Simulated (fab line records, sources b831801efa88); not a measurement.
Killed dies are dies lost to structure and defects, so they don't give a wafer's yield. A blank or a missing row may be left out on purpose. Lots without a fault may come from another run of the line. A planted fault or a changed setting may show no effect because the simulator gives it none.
fab line records | flow gf180mcu
record lots=7 wafers=21 last_day=32
route steps=602 shown NSD@245 PSD@248 SAB@264
lots that met no fault: from a run of the same line without faults
start_h: hours from the record's first day to the start of the lot's first wafer shown | wait_h: hours since the lot's step before | " the same as in the row above | L1.1+2: a row that stands for several wafers | - no value, or no start given | * or withheld: withheld | < > ~ a bound
route shown NAME@n: a module of which the file shows steps, and the number in the route of the first | usual: mean/standard deviation of fault-free wafers | same: alike in all rows | chamber/n: place in a boat | sites: the reading at each site | _std_site: their standard deviation | _edge_site: outer sites' mean less inner sites' | radius_mm: how far each site lies from the wafer's centre | mask NAME#n: copy n | behind: the tool/chamber that last shaped the wafer | hold: why the lot was held/for how many hours/how that ended | device: the transistor (n, p or np) that didn't switch | end of line: the same wafers' tests at the end of the route | a step without rows: its recipe alone | killed: dies lost to structure and defects at the first sort, not the wafer's yield | map: a wafer's dies, x killed, . not, _ none there
set.NAME: the setting as run; set.NAME@STEP: as run at that earlier step | model.NAME: the simulator's own value behind a step, which no gauge read
lots at some steps of the route; a table a step, a row a wafer
services: from which hour (start_h, from the record's first day; less than 0 if before it) a tool's chamber was out of use, for how many hours, and why
## steps
# step GF_NSD_IMPLANT_10
# recipe species=P energy_kev=40 dose_cm2=5e+14 tilt_deg=7
# step GF_NSD_STRIP_11
# recipe chemistry=O2/N2 power_w=1400 pressure_mtorr=1500 platen_temp_c=250 o2_flow_sccm=3000 n2_flow_sccm=300 overash_fraction=0.5
# usual drypump_motor_current_A=5.6/0.53 heater_power_w=336/42 oes_product_au=0.487/0.0052 platen_temp_c=250.03/0.17 strip_time_to_endpoint_s=22.96/0.036
# columns lot.wafer tool chamber start_h wait_h drypump_motor_current_A heater_power_w oes_product_au platen_temp_c rf_hours_counter_h strip_time_to_endpoint_s
L840.1 plasma_asher-02 0 298.01 0.1 5.2 395 0.482 249.93 20 22.92
L840.4 " 1 " " 5.6 301 0.483 249.87 - 22.89
L840.6 " 0 " " 5.2 405 0.490 250.13 - 22.91
L844.2 plasma_asher-02 0 338.21 0.1 5.3 400 0.491 250.11 24 23.03
L844.3 " 0 " " 5.3 391 0.488 250.35 - 23.00
L844.5 " 0 " " 5.3 401 0.485 249.95 - 23.02
L849.2 plasma_asher-02 0 388.76 0.1 5.3 407 0.480 249.92 29 22.97
L849.3 " 1 " " 5.6 298 0.487 250.33 - 22.95
L849.4 " 0 " " 5.3 401 0.477 249.80 - 22.95
L850.2 plasma_asher-01 0 394.11 0.2 4.9 310 0.482 250.07 61 22.95
L850.5 " 1 " " 6.2 333 0.484 250.01 - 22.96
L850.6 " 0 " " 4.9 311 0.483 250.14 - 22.98
L852.1 plasma_asher-02 0 407.41 0.1 5.3 391 0.492 250.02 31 23.06
L852.4 " 0 " " 5.3 395 0.487 249.77 - 23.03
L852.5 " 1 " " 5.6 292 0.495 250.01 - 22.99
L853.3 plasma_asher-04 1 423.05 0.1 5.5 291 0.483 249.83 - 22.98
L853.4 " 0 " " 6.6 387 0.482 249.98 - 22.92
L853.6 " 0 " " 6.6 383 0.487 250.16 - 22.96
L854.1 plasma_asher-02 0 425.21 0.1 5.3 402 0.478 250.12 33 22.94
L854.4 " 1 " " 5.6 307 0.479 250.13 - 22.86
L854.6 " 1 " " 5.6 295 0.488 250.10 - 22.96
# step GF_NSD_TW_MEAS_12
# usual NSD_TW=4298/39
# columns lot.wafer tool chamber start_h wait_h NSD_TW
L840.1 film_metro-04 - 298.11 0.1 4317
L840.4 " - " " 4316
L840.6 " - " " 4303
L844.2 film_metro-04 - 338.32 0.1 4350
L844.3 " - " " 4307
L844.5 " - " " 4329
L849.2 film_metro-04 - 388.87 0.1 4364
L849.3 " - " " 4369
L849.4 " - " " 4337
L850.2 film_metro-03 - 394.22 0.1 4333
L850.5 " - " " 4297
L850.6 " - " " 4311
L852.1 film_metro-04 - 407.51 0.1 4328
L852.4 " - " " 4331
L852.5 " - " " 4315
L853.3 film_metro-03 - 423.13 0.1 4287
L853.4 " - " " 4301
L853.6 " - " " 4279
L854.1 film_metro-03 - 425.31 0.1 4295
L854.4 " - " " 4290
L854.6 " - " " 4277
# step GF_PSD_DEHYDRATE_00
# recipe temp_c=200 time_s=60
# step GF_PSD_HMDS_01
# recipe prime_time_s=60 prime_temp_c=120
# step GF_PSD_COAT_02
# recipe resist=NOVOLAK spin_rpm=3000 resist_thk_nm=1000
# step GF_PSD_SOFTBAKE_03
# recipe temp_c=90 time_s=60 resist=NOVOLAK
# step GF_PSD_EXPOSE_04
# recipe mask_id=Pplus target_cd_nm=400 na=0.6 source_shape=conventional sigma_outer=0.6 dose_mj=140
# step GF_PSD_PEB_05
# recipe temp_c=withheld time_s=* resist=NOVOLAK
# step GF_PSD_DEVELOP_06
# recipe develop_time_s=60 dev_temp_c=23
# step GF_PSD_CD_MEAS_07
# recipe target_cd_nm=400
# usual cd_nm=399.9/2.7
# columns lot.wafer tool chamber start_h wait_h cd_nm
L840.1 cd_sem-02 - 318.51 0.1 396.7
L840.4 " - " " 395.5
L840.6 " - " " 398.2
L844.2 cd_sem-01 - 360.12 0.1 402.7
L844.3 " - " " 402.2
L844.5 " - " " 401.2
L849.2 cd_sem-01 - 411.02 0.1 403.7
L849.3 " - " " 403.5
L849.4 " - " " 401.8
L850.2 cd_sem-02 - 416.57 0.1 395.0
L850.5 " - " " 397.8
L850.6 " - " " 396.6
L852.1 cd_sem-02 - 430.06 0.1 399.2
L852.4 " - " " 402.0
L852.5 " - " " 401.0
L853.3 cd_sem-02 - 446.20 0.1 399.4
L853.4 " - " " 400.3
L853.6 " - " " 398.4
L854.1 cd_sem-01 - 448.25 0.1 402.4
L854.4 " - " " 403.2
L854.6 " - " " 402.5
# step GF_PSD_OVL_MEAS_08
# usual PSD_OVL=-0.1/1.5
# columns lot.wafer tool chamber start_h wait_h PSD_OVL[nm]
L840.1 overlay-02 - 318.63 0.1 2.6
L840.4 " - " " 0.5
L840.6 " - " " -1.8
L844.2 overlay-02 - 360.23 0.1 0.5
L844.3 " - " " 0.0
L844.5 " - " " 0.1
L849.2 overlay-02 - 411.13 0.1 -0.9
L849.3 " - " " 0.2
L849.4 " - " " 0.7
L850.2 overlay-01 - 416.68 0.1 -0.1
L850.5 " - " " -2.2
L850.6 " - " " -1.6
L852.1 overlay-01 - 430.18 0.1 -2.1
L852.4 " - " " 0.5
L852.5 " - " " -0.8
L853.3 overlay-01 - 446.29 0.1 2.1
L853.4 " - " " -0.4
L853.6 " - " " -0.9
L854.1 overlay-01 - 448.37 0.1 -1.3
L854.4 " - " " -4.0
L854.6 " - " " -1.8
# step GF_PSD_IMPLANT_09
# recipe species=BF2 energy_kev=40 dose_cm2=1.5e+15 tilt_deg=7
# usual beam_energy_keV=39.999/0.012 faraday_current_uA=8246/150 implant_ion_amu=49/0
# columns lot.wafer tool chamber start_h wait_h beam_energy_keV faraday_current_uA implant_ion_amu model.implant.drp_nm model.implant.rp_nm
L840.1 implanter-03 0 318.66 0.0 40.016 8182 49 15.87 30.02
L840.4 " 0 " " 40.002 8273 49 15.87 30.02
L840.6 " 0 " " 39.999 8116 49 15.87 30.02
L844.2 implanter-02 0 360.29 0.0 40.002 8117 49 15.87 30.09
L844.3 " 0 " " 39.998 8222 49 15.87 30.09
L844.5 " 0 " " 39.990 8255 49 15.87 30.09
L849.2 implanter-04 0 411.18 0.0 40.013 8337 49 15.87 29.99
L849.3 " 0 " " 39.997 8325 49 15.87 29.99
L849.4 " 0 " " 39.997 8337 49 15.87 29.99
L850.2 implanter-03 0 416.73 0.0 40.000 8328 49 15.87 31.13
L850.5 " 0 " " 40.000 8196 49 15.87 31.13
L850.6 " 0 " " 39.986 8340 49 15.87 31.13
L852.1 implanter-02 0 430.21 0.0 39.990 8285 75 11.92 26.87
L852.4 " 0 " " 40.000 7790 75 11.92 26.87
L852.5 " 0 " " 39.982 8585 75 11.92 26.87
L853.3 implanter-02 0 446.36 0.1 40.004 8017 75 11.92 27.14
L853.4 " 0 " " 40.026 8234 75 11.92 27.14
L853.6 " 0 " " 39.997 8611 75 11.92 27.14
L854.1 implanter-04 0 448.41 0.0 39.992 8220 75 11.92 27.31
L854.4 " 0 " " 39.993 8339 75 11.92 27.31
L854.6 " 0 " " 39.994 8262 75 11.92 27.31
# step GF_PSD_STRIP_10
# recipe chemistry=O2/N2 power_w=1400 pressure_mtorr=1500 platen_temp_c=250 o2_flow_sccm=3000 n2_flow_sccm=300 overash_fraction=0.5
# usual drypump_motor_current_A=5.5/0.39 heater_power_w=329/32 oes_product_au=0.592/0.0049 platen_temp_c=249.99/0.19 strip_time_to_endpoint_s=16.54/0.038
# columns lot.wafer tool chamber start_h wait_h drypump_motor_current_A heater_power_w oes_product_au platen_temp_c rf_hours_counter_h strip_time_to_endpoint_s
L840.1 plasma_asher-02 0 318.81 0.1 5.2 394 0.597 249.88 22 16.51
L840.4 " 0 " " 5.3 399 0.586 250.12 - 16.52
L840.6 " 0 " " 5.3 387 0.600 249.71 - 16.50
L844.2 plasma_asher-03 1 360.41 0.1 5.5 340 0.591 249.77 67 16.52
L844.3 " 1 " " 5.5 349 0.598 249.89 - 16.49
L844.5 " 0 " " 5.5 307 0.593 250.13 - 16.50
L849.2 plasma_asher-01 1 411.31 0.1 6.2 329 0.606 249.83 63 16.52
L849.3 " 0 " " 4.9 315 0.604 249.89 - 16.50
L849.4 " 1 " " 6.2 326 0.591 250.29 - 16.50
L850.2 plasma_asher-02 1 416.86 0.1 5.6 298 0.594 249.80 32 16.61
L850.5 " 0 " " 5.3 399 0.590 250.23 - 16.63
L850.6 " 1 " " 5.6 301 0.595 249.87 - 16.63
L852.1 plasma_asher-03 0 430.36 0.1 5.5 301 0.590 249.84 0 16.66
L852.4 " 0 " " 5.5 301 0.584 250.01 - 16.63
L852.5 " 1 " " 5.5 334 0.590 249.80 - 16.60
L853.3 plasma_asher-02 0 446.50 0.1 5.3 399 0.597 249.96 - 16.59
L853.4 " 1 " " 5.6 303 0.586 250.05 - 16.53
L853.6 " 1 " " 5.6 299 0.588 249.69 - 16.59
L854.1 plasma_asher-03 1 448.56 0.1 5.5 347 0.589 250.26 2 16.65
L854.4 " 1 " " 5.5 342 0.596 250.16 - 16.61
L854.6 " 1 " " 5.5 348 0.585 250.19 - 16.61
# step GF_PSD_TW_MEAS_11
# usual PSD_TW=3215/26
# columns lot.wafer tool chamber start_h wait_h PSD_TW
L840.1 film_metro-04 - 318.91 0.1 3220
L840.4 " - " " 3229
L840.6 " - " " 3230
L844.2 film_metro-03 - 360.52 0.1 3243
L844.3 " - " " 3229
L844.5 " - " " 3228
L849.2 film_metro-02 - 411.42 0.1 3206
L849.3 " - " " 3183
L849.4 " - " " 3209
L850.2 film_metro-02 - 416.97 0.1 3209
L850.5 " - " " 3200
L850.6 " - " " 3203
L852.1 film_metro-02 - 430.46 0.1 3673
L852.4 " - " " 3700
L852.5 " - " " 3683
L853.3 film_metro-02 - 446.58 0.1 3669
L853.4 " - " " 3685
L853.6 " - " " 3691
L854.1 film_metro-04 - 448.66 0.1 3748
L854.4 " - " " 3770
L854.6 " - " " 3776
# step GF_PSD_CLEAN_12
# recipe chemistry=SC1/SC2 mix=1:4:20 temp_c=70 time_s=150 dry=n2_spin
# step GF_PSD_RTA_13
# recipe temp_c=1025 time_s=20 ambient=N2
# usual lamp_power_pct=34.71/0.13 wafer_temp_C_max=1029.4/0.86
# columns lot.wafer tool chamber start_h wait_h lamp_power_pct wafer_temp_C_max
L840.1 rtp_anneal-01 0 319.02 0.0 34.57 1030.2
L840.4 " 0 " " 34.59 1028.2
L840.6 " 0 " " 34.54 1030.0
L844.2 rtp_anneal-01 0 360.63 0.0 34.57 1028.4
L844.3 " 0 " " 34.58 1029.1
L844.5 " 0 " " 34.57 1028.0
L849.2 rtp_anneal-02 0 411.55 0.0 34.80 1030.3
L849.3 " 0 " " 34.92 1028.8
L849.4 " 0 " " 34.81 1027.6
L850.2 rtp_anneal-01 0 417.09 0.0 34.58 1029.0
L850.5 " 0 " " 34.63 1029.0
L850.6 " 0 " " 34.62 1028.9
L852.1 rtp_anneal-01 0 430.58 0.0 34.59 1029.1
L852.4 " 0 " " 34.56 1028.4
L852.5 " 0 " " 34.56 1029.0
L853.3 rtp_anneal-02 0 446.70 0.0 34.84 1028.2
L853.4 " 0 " " 34.87 1028.3
L853.6 " 0 " " 34.83 1029.3
L854.1 rtp_anneal-01 0 448.77 0.0 34.61 1028.9
L854.4 " 0 " " 34.59 1029.0
L854.6 " 0 " " 34.55 1028.7
# step GF_PSD_RS_MEAS_14
# recipe thk_meas_gauge=four-point-probe
# usual NSD_RS=46.13/0.089
# columns lot.wafer tool chamber start_h wait_h NSD_RS[ohm/sq]
L840.1 film_metro-02 - 319.10 0.1 46.15
L840.4 " - " " 46.12
L840.6 " - " " 46.18
L844.2 film_metro-04 - 360.72 0.1 45.88
L844.3 " - " " 46.08
L844.5 " - " " 45.99
L849.2 film_metro-02 - 411.71 0.1 46.09
L849.3 " - " " 46.08
L849.4 " - " " 46.14
L850.2 film_metro-03 - 417.18 0.1 46.21
L850.5 " - " " 46.17
L850.6 " - " " 46.29
L852.1 film_metro-04 - 430.66 0.1 46.05
L852.4 " - " " 46.14
L852.5 " - " " 46.23
L853.3 film_metro-03 - 446.80 0.1 46.29
L853.4 " - " " 46.34
L853.6 " - " " 46.25
L854.1 film_metro-03 - 448.86 0.1 46.28
L854.4 " - " " 46.19
L854.6 " - " " 46.17
# step GF_PSD_RS_MEAS_15
# recipe thk_meas_gauge=four-point-probe
# usual PSD_RS=108.49/0.28
# columns lot.wafer tool chamber start_h wait_h PSD_RS[ohm/sq]
L840.1 film_metro-02 - 319.22 0.1 108.62
L840.4 " - " " 108.05
L840.6 " - " " 108.19
L844.2 film_metro-04 - 360.84 0.1 108.21
L844.3 " - " " 108.28
L844.5 " - " " 107.91
L849.2 film_metro-02 - 411.83 0.1 108.48
L849.3 " - " " 108.99
L849.4 " - " " 108.34
L850.2 film_metro-03 - 417.30 0.1 108.77
L850.5 " - " " 108.33
L850.6 " - " " 108.64
L852.1 film_metro-04 - 430.78 0.1 52.12
L852.4 " - " " 52.22
L852.5 " - " " 52.12
L853.3 film_metro-03 - 446.92 0.1 52.35
L853.4 " - " " 52.31
L853.6 " - " " 52.36
L854.1 film_metro-03 - 448.98 0.1 52.20
L854.4 " - " " 52.27
L854.6 " - " " 52.31
# step GF_SAB_CVD_00
# recipe material=SiO2 target_thk_nm=50 precursor=TEOS temp_c=400 time_s=4.9302 rf_w=600
# usual heater_power_w=643/97 rf_fwd_power_W=588.3/2.5
# columns lot.wafer tool chamber start_h wait_h heater_power_w rf_fwd_power_W since_wet_clean_h
L840.1 pecvd-04 1 319.34 0.1 582 590.1 783
L840.4 " 1 " " 576 591.7 -
L840.6 " 2 " " 721 589.0 -
L844.2 pecvd-01 1 360.94 0.1 615 586.3 603
L844.3 " 0 " " 507 595.3 603
L844.5 " 1 " " 622 588.6 -
L849.2 pecvd-04 0 411.93 0.1 835 586.2 29
L849.3 " 2 " " 612 588.8 29
L849.4 " 1 " " 501 589.0 -
L850.2 pecvd-01 2 417.40 0.1 539 588.9 659
L850.5 " 2 " " 548 586.6 -
L850.6 " 0 " " 502 592.0 -
L852.1 pecvd-03 1 430.90 0.1 667 588.3 465
L852.4 " 1 " " 677 588.0 -
L852.5 " 0 " " 785 591.4 -
L853.3 pecvd-01 0 447.00 0.1 539 591.4 689
L853.4 " 2 " " 613 584.5 -
L853.6 " 1 " " 577 586.4 -
L854.1 pecvd-03 1 449.10 0.1 788 591.5 483
L854.4 " 0 " " 827 591.0 -
L854.6 " 2 " " 675 588.9 -
## services
# columns tool chamber start_h hours kind
implanter-02 - 289.51 3.8 repair
plasma_asher-04 - 295.35 1.8 repair
pecvd-03 2 296.18 4.1 repair
plasma_asher-01 - 299.71 2.0 repair
pecvd-01 - 300.47 0.7 repair
implanter-03 - 305.09 2.2 repair
implanter-03 - 330.02 0.9 repair
plasma_asher-03 - 333.99 5.1 repair
pecvd-03 2 335.48 - calibration
pecvd-03 1 359.22 9.6 repair
pecvd-04 - 368.88 14.0 pm
pecvd-04 0 368.88 14.0 vent_cycle
pecvd-04 1 368.88 14.0 vent_cycle
pecvd-04 2 368.88 14.0 vent_cycle
implanter-03 - 375.44 4.1 repair
pecvd-04 0 382.88 - clean
pecvd-04 1 395.89 11.5 repair
plasma_asher-03 - 421.25 9.0 pm
plasma_asher-03 0 421.25 9.0 vent_cycle
plasma_asher-03 1 421.25 9.0 vent_cycle
plasma_asher-04 - 426.14 2.6 repair
plasma_asher-03 0 430.25 - clean
plasma_asher-03 1 430.25 - clean
pecvd-01 - 430.43 1.1 repair
## key
first_sign step=GF_PSD_IMPLANT_09 reading=implant_ion_amu direction=up sigmas=99+ usual=49 struck=75
effect step=GF_PSD_TW_MEAS_11 reading=PSD_TW direction=up sigmas=19 usual=3215 struck=3711
effect step=GF_PSD_RS_MEAS_15 reading=PSD_RS direction=down sigmas=99+ usual=108.49 struck=52.25
model_effect step=GF_PSD_IMPLANT_09 value=implant.drp_nm without=15.87 struck=11.92
met_at GF_PSD_IMPLANT_09
struck_wafers L852.1,L852.4,L852.5,L853.3,L853.4,L853.6,L854.1,L854.4,L854.6
sort_left_out L852.1,L852.4,L852.5,L853.3,L853.4,L853.6,L854.1,L854.4,L854.6
tester_left_out L852,L853,L854
onset_between 416.73 430.21
fault kind=wrong_recipe_download tool=implanter-02,implanter-03,implanter-04 chamber=- onset_h=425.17 steps=GF_PSD_IMPLANT_09 wrong_recipe.not_listed=1
# tester_left_out: of these lots the tester's yield and bins aren't shown, on N5 and GAA mostly nor the transistor test; their killed dies are dies lost to structure and defects alone, not to doping, threshold or leakage, so they don't give the yield
# sort_left_out: the simulated sort isn't trusted on such a fault, so these wafers' sort isn't shown, and their yield isn't known
